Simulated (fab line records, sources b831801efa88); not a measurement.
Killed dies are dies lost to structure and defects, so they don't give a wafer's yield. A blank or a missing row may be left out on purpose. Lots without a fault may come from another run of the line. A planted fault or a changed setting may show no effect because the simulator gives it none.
fab line records | flow sky130
record lots=14 wafers=42 last_day=50
route steps=708 shown CAPM@539 METAL3@560
lots that met no fault: from a run of the same line without faults
start_h: hours from the record's first day to the start of the lot's first wafer shown | wait_h: hours since the lot's step before | " the same as in the row above | L1.1+2: a row that stands for several wafers | - no value, or no start given | * or withheld: withheld | < > ~ a bound
route shown NAME@n: a module of which the file shows steps, and the number in the route of the first | usual: mean/standard deviation of fault-free wafers | same: alike in all rows | chamber/n: place in a boat | sites: the reading at each site | _std_site: their standard deviation | _edge_site: outer sites' mean less inner sites' | radius_mm: how far each site lies from the wafer's centre | mask NAME#n: copy n | behind: the tool/chamber that last shaped the wafer | hold: why the lot was held/for how many hours/how that ended | device: the transistor (n, p or np) that didn't switch | end of line: the same wafers' tests at the end of the route | a step without rows: its recipe alone | killed: dies lost to structure and defects at the first sort, not the wafer's yield | map: a wafer's dies, x killed, . not, _ none there
set.NAME: the setting as run; set.NAME@STEP: as run at that earlier step | model.NAME: the simulator's own value behind a step, which no gauge read
steps of the route over a sample of lots; a table a step, a row a wafer
services: from which hour (start_h, from the record's first day; less than 0 if before it) a tool's chamber was out of use, for how many hours, and why
## steps
# step SKY_CAPM_SPUTTER_02
# recipe material=TiN target_thk_nm=200 temp_c=300 power_w=6690 time_s=166.7 chamber_pressure_pa=0.4
# usual throttle_valve_pct=29.7/1.3
# columns lot.wafer tool chamber start_h wait_h throttle_valve_pct
L963.4 pvd_sputter-02 - 864.84 0.0 30.0
L963.5 " - " " 30.0
L963.6 " - " " 27.8
L964.1 pvd_sputter-02 - 868.38 0.1 30.2
L964.4 " - " " 30.0
L964.6 " - " " 30.3
L965.2 pvd_sputter-01 - 878.26 0.0 29.9
L965.3 " - " " 29.3
L965.5 " - " " 30.0
L967.4 pvd_sputter-03 - 899.30 0.0 29.8
L967.5 " - " " 29.6
L967.6 " - " " 29.2
L966.2 pvd_sputter-01 - 901.47 0.0 27.8
L966.5 " - " " 27.6
L966.6 " - " " 29.4
L969.1 pvd_sputter-02 - 918.85 0.1 27.6
L969.2 " - " " 30.7
L969.6 " - " " 29.9
L976.2 pvd_sputter-01 - 961.88 0.0 29.3
L976.3 " - " " 29.3
L976.6 " - " " 29.9
L977.1 pvd_sputter-01 - 973.10 0.1 27.7
L977.2 " - " " 29.4
L977.5 " - " " 29.3
L980.2 pvd_sputter-01 - 986.26 0.0 30.0
L980.4 " - " " 27.9
L980.5 " - " " 30.0
L981.1 pvd_sputter-03 - 994.98 0.1 30.6
L981.4 " - " " 29.3
L981.5 " - " " 30.8
L982.1 pvd_sputter-01 - 997.56 0.1 30.1
L982.4 " - " " 27.7
L982.5 " - " " 29.7
L983.1 pvd_sputter-02 - 1004.03 0.1 27.8
L983.2 " - " " 31.9
L983.4 " - " " 30.5
L984.1 pvd_sputter-01 - 1012.74 0.1 27.5
L984.2 " - " " 29.6
L984.5 " - " " 30.0
L985.2 pvd_sputter-03 - 1018.40 0.0 31.0
L985.4 " - " " 29.7
L985.5 " - " " 29.2
# step SKY_CAPM_METAL_ETCH_13
# recipe target_depth_nm=220 stop_on=SiO2 chemistry=Cl2/BCl3 target=TiN pressure_mtorr=10 icp_w=900 bias_w=48.5 Cl2_flow_sccm=60 bcl3_flow_sccm=30 time_s=62.9
# usual drypump_motor_current_A=5.89/0.23 oes_product_au=0.956/0.0072 throttle_valve_pct=21.891/0.01
# columns lot.wafer tool chamber start_h wait_h drypump_motor_current_A oes_product_au rf_hours_counter_h throttle_valve_pct
L963.4 rie_metal-04 1 890.89 0.0 6.29 0.956 - 21.902
L963.5 " 1 " " 6.30 0.949 - 21.905
L963.6 " 0 " " 5.84 0.952 - 21.910
L964.1 rie_metal-01 1 894.78 0.0 5.61 0.945 4 21.894
L964.4 " 0 " " 5.82 0.950 - 21.885
L964.6 " 1 " " 5.66 0.954 - 21.890
L965.2 rie_metal-01 1 903.91 0.0 5.65 0.977 4 21.895
L965.3 " 1 " " 5.63 0.961 - 21.895
L965.5 " 1 " " 5.62 0.963 - 21.880
L967.4 rie_metal-01 0 923.51 0.0 5.79 0.947 - 21.887
L967.5 " 0 " " 5.79 0.947 - 21.886
L967.6 " 1 " " 5.64 0.956 - 21.898
L966.2 rie_metal-03 0 925.34 0.0 6.18 0.959 2 21.894
L966.5 " 0 " " 6.18 0.956 - 21.875
L966.6 " 1 " " 6.09 0.959 - 21.878
L969.1 rie_metal-01 0 943.61 0.0 5.81 0.954 3 21.891
L969.2 " 1 " " 5.68 0.954 6 21.899
L969.6 " 0 " " 5.79 0.940 - 21.897
L976.2 rie_metal-01 0 986.29 0.0 5.82 0.951 5 21.896
L976.3 " 0 " " 5.84 0.957 - 21.897
L976.6 " 1 " " 5.65 0.952 - 21.877
L977.1 rie_metal-04 1 997.74 0.0 6.31 0.960 13 21.882
L977.2 " 0 " " 5.90 0.955 9 21.887
L977.5 " 1 " " 6.32 0.957 - 21.900
L980.2 rie_metal-03 1 1009.53 0.0 6.08 0.959 2 21.902
L980.4 " 0 " " 6.21 0.955 - 21.884
L980.5 " 1 " " 6.09 0.956 - 21.907
L981.1 rie_metal-04 1 1018.39 0.0 6.31 0.937 14 21.908
L981.4 " 1 " " 6.32 0.941 - 21.882
L981.5 " 1 " " 6.32 0.938 - 21.891
L982.1 rie_metal-01 0 1020.69 0.0 5.77 0.961 7 21.892
L982.4 " 1 " " 5.63 0.962 - 21.893
L982.5 " 0 " " 5.82 0.958 - 21.902
L983.1 rie_metal-04 1 1026.63 0.0 6.32 0.959 15 21.882
L983.2 " 0 " " 5.83 0.961 10 21.882
L983.4 " 0 " " 5.85 0.961 - 21.895
L984.1 rie_metal-01 0 1035.42 0.0 5.79 0.973 8 21.871
L984.2 " 1 " " 5.67 0.966 11 21.875
L984.5 " 1 " " 5.65 0.971 - 21.897
L985.2 rie_metal-01 1 1041.73 0.0 5.64 0.962 12 21.879
L985.4 " 0 " " 5.78 0.954 - 21.892
L985.5 " 1 " " 5.67 0.959 - 21.881
# step SKY_CAPM_STRIP_14
# recipe chemistry=O2/N2 power_w=1400 pressure_mtorr=1500 platen_temp_c=withheld o2_flow_sccm=3000 n2_flow_sccm=300 overash_fraction=0.5
# usual drypump_motor_current_A=5.8/0.38 oes_product_au=0.711/0.0048 strip_time_to_endpoint_s=12.78/0.039
# columns lot.wafer tool chamber start_h wait_h drypump_motor_current_A oes_product_au rf_hours_counter_h strip_time_to_endpoint_s
L963.4 plasma_asher-04 0 890.98 0.1 5.3 0.721 - 12.80
L963.5 " 0 " " 5.3 0.721 - 12.81
L963.6 " 1 " " 5.7 0.710 - 12.80
L964.1 plasma_asher-04 1 894.86 0.1 5.7 0.706 108 12.76
L964.4 " 0 " " 5.3 0.718 - 12.82
L964.6 " 1 " " 5.7 0.711 - 12.78
L965.2 plasma_asher-04 1 903.99 0.1 5.7 0.712 109 12.71
L965.3 " 0 " " 5.3 0.711 - 12.72
L965.5 " 0 " " 5.3 0.717 - 12.73
L967.4 plasma_asher-04 1 923.59 0.1 5.7 0.711 - 12.80
L967.5 " 0 " " 5.3 0.705 - 12.83
L967.6 " 1 " " 5.7 0.714 - 12.83
L966.2 plasma_asher-04 0 925.42 0.1 5.3 0.710 111 12.74
L966.5 " 0 " " 5.3 0.708 - 12.76
L966.6 " 1 " " 5.7 0.707 - 12.77
L969.1 plasma_asher-03 1 943.72 0.1 6.1 0.710 20 12.81
L969.2 " 0 " " 5.9 0.717 20 12.80
L969.6 " 1 " " 6.1 0.715 - 12.80
L976.2 plasma_asher-03 0 986.36 0.1 5.9 0.715 22 12.73
L976.3 " 1 " " 6.1 0.706 - 12.73
L976.6 " 0 " " 5.9 0.707 - 12.76
L977.1 plasma_asher-04 1 997.81 0.1 5.7 0.708 119 12.79
L977.2 " 0 " " 5.4 0.713 119 12.79
L977.5 " 0 " " 5.3 0.719 - 12.83
L980.2 plasma_asher-03 0 1009.61 0.1 5.9 0.704 25 12.78
L980.4 " 1 " " 6.1 0.709 - 12.78
L980.5 " 1 " " 6.1 0.702 - 12.76
L981.1 plasma_asher-01 0 1018.46 0.1 6.3 0.707 59 12.76
L981.4 " 1 " " 5.2 0.723 - 12.78
L981.5 " 1 " " 5.2 0.714 - 12.83
L982.1 plasma_asher-03 0 1020.76 0.1 6.0 0.712 26 12.71
L982.4 " 0 " " 5.9 0.709 - 12.69
L982.5 " 0 " " 6.0 0.711 - 12.73
L983.1 plasma_asher-01 0 1026.71 0.1 6.3 0.712 60 12.82
L983.2 " 1 " " 5.1 0.718 60 12.81
L983.4 " 0 " " 6.3 0.712 - 12.83
L984.1 plasma_asher-04 1 1035.49 0.1 5.7 0.711 122 12.81
L984.2 " 0 " " 5.3 0.709 122 12.73
L984.5 " 0 " " 5.3 0.714 - 12.78
L985.2 plasma_asher-03 0 1041.81 0.1 5.9 0.713 28 12.81
L985.4 " 1 " " 6.1 0.722 - 12.80
L985.5 " 0 " " 5.9 0.708 - 12.79
# step SKY_METAL3_EXPOSE_10
# recipe mask_id=MM3 na=0.68 source_shape=annular sigma_inner=0.4 sigma_outer=0.8 target_cd_nm=300 dose_mj=28
# usual exposure_dose_mJ_cm2=27.997/0.029 focus_offset_nm=0.0/0.53 stage_vel_mm_s=500.03/0.23
# columns lot.wafer tool chamber start_h wait_h mask exposure_dose_mJ_cm2 focus_offset_nm stage_vel_mm_s
L963.4 krf_scanner-01 0 904.42 - MM3#0 27.992 -0.1 500.21
L963.5 " 0 " " MM3#0 27.963 -0.2 500.28
L963.6 " 0 " " MM3#0 27.997 -0.3 500.21
L964.1 krf_scanner-02 0 908.67 - MM3#0 28.025 -0.7 500.61
L964.4 " 0 " " MM3#0 28.040 -0.5 500.61
L964.6 " 0 " " MM3#0 28.005 -0.1 500.03
L965.2 krf_scanner-02 0 917.47 - MM3#0 27.975 0.6 499.63
L965.3 " 0 " " MM3#0 27.928 1.0 499.42
L965.5 " 0 " " MM3#0 27.944 -0.3 499.69
L967.4 krf_scanner-02 0 936.57 - MM3#0 27.989 -0.5 500.09
L967.5 " 0 " " MM3#0 27.975 -0.3 500.17
L967.6 " 0 " " MM3#0 27.995 -0.1 499.93
L966.2 krf_scanner-01 0 939.64 - MM3#0 27.978 0.3 499.90
L966.5 " 0 " " MM3#0 27.976 1.0 500.07
L966.6 " 0 " " MM3#0 27.954 0.8 499.99
L969.1 krf_scanner-01 0 956.45 - MM3#0 27.985 -0.5 499.97
L969.2 " 0 " " MM3#0 27.995 0.0 500.15
L969.6 " 0 " " MM3#0 28.006 -0.1 499.94
L976.2 krf_scanner-02 - 998.52 - MM3#0 - - -
L976.3 " - " " MM3#0 - - -
L976.6 " - " " MM3#0 - - -
L977.1 krf_scanner-02 - 1010.30 - MM3#0 - - -
L977.2 " - " " MM3#0 - - -
L977.5 " - " " MM3#0 - - -
L980.2 krf_scanner-02 0 1021.89 - MM3#0 27.970 0.4 500.16
L980.4 " 0 " " MM3#0 27.988 0.1 499.83
L980.5 " 0 " " MM3#0 27.989 0.3 499.96
L981.1 krf_scanner-02 0 1029.72 - MM3#0 27.964 -1.1 500.46
L981.4 " 0 " " MM3#0 27.984 -0.4 499.98
L981.5 " 0 " " MM3#0 28.035 0.1 500.05
L982.1 krf_scanner-02 0 1032.90 - MM3#0 27.972 0.9 500.02
L982.4 " 0 " " MM3#0 27.989 0.4 500.17
L982.5 " 0 " " MM3#0 27.992 1.1 499.94
L983.1 krf_scanner-01 0 1039.92 - MM3#0 27.969 0.4 500.13
L983.2 " 0 " " MM3#0 27.945 0.2 500.28
L983.4 " 0 " " MM3#0 28.004 -0.1 500.08
L984.1 krf_scanner-02 0 1047.42 - MM3#0 28.030 -0.5 500.10
L984.2 " 0 " " MM3#0 28.029 -0.6 500.42
L984.5 " 0 " " MM3#0 28.030 -0.5 499.87
L985.2 krf_scanner-02 0 1053.27 - MM3#0 28.026 0.1 500.28
L985.4 " 0 " " MM3#0 28.025 -0.8 499.86
L985.5 " 0 " " MM3#0 28.044 0.6 500.08
## services
# columns tool chamber start_h hours kind
rie_metal-04 - 865.16 1.4 pm
plasma_asher-03 - 869.30 0.8 repair
krf_scanner-01 - 869.71 1.0 pm
rie_metal-04 - 897.11 2.8 pm
krf_scanner-02 - 898.15 1.0 pm
krf_scanner-01 - 898.21 0.7 repair
plasma_asher-03 - 908.75 2.7 repair
krf_scanner-02 - 915.23 0.8 pm
rie_metal-04 1 936.01 13.9 repair
krf_scanner-02 - 942.82 1.3 pm
pvd_sputter-01 - 943.66 3.0 repair
krf_scanner-01 - 945.07 1.2 repair
krf_scanner-01 - 962.96 1.3 pm
plasma_asher-03 - 966.21 14.6 pm
rie_metal-04 1 982.30 14.9 repair
krf_scanner-01 - 987.82 0.8 pm
pvd_sputter-02 - 993.35 5.5 repair
plasma_asher-04 - 1002.17 1.3 repair
krf_scanner-01 - 1011.33 1.5 pm
pvd_sputter-02 - 1015.64 4.9 repair
krf_scanner-01 - 1038.71 1.0 pm
rie_metal-04 0 1045.44 15.5 repair
pvd_sputter-02 - 1048.61 1.5 repair
plasma_asher-04 - 1049.25 4.8 repair
## key
first_sign step=SKY_METAL3_EXPOSE_10 reading=tool_record direction=missing
effect none on later readings
met_at SKY_METAL3_EXPOSE_10
struck_lots L976,L977
later_rows_left_out L976.2,L976.3,L976.6,L977.1,L977.2,L977.5
sort_left_out L976.2,L976.3,L976.6,L977.1,L977.2,L977.5
not_acting_at SKY_CAPM_SPUTTER_02,SKY_CAPM_METAL_ETCH_13,SKY_CAPM_STRIP_14
onset_between 936.57 998.52
fault kind=skipped_step_whole tool=krf_scanner-02 chamber=- onset_h=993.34 steps=SKY_METAL3_EXPOSE_10 scope=struck_lots_only
# sort_left_out: the simulated sort isn't trusted on such a fault, so these wafers' sort isn't shown, and their yield isn't known
# later_rows_left_out: the simulator's readings of these wafers behind a module that went badly wrong aren't trusted and aren't shown, but for the sort
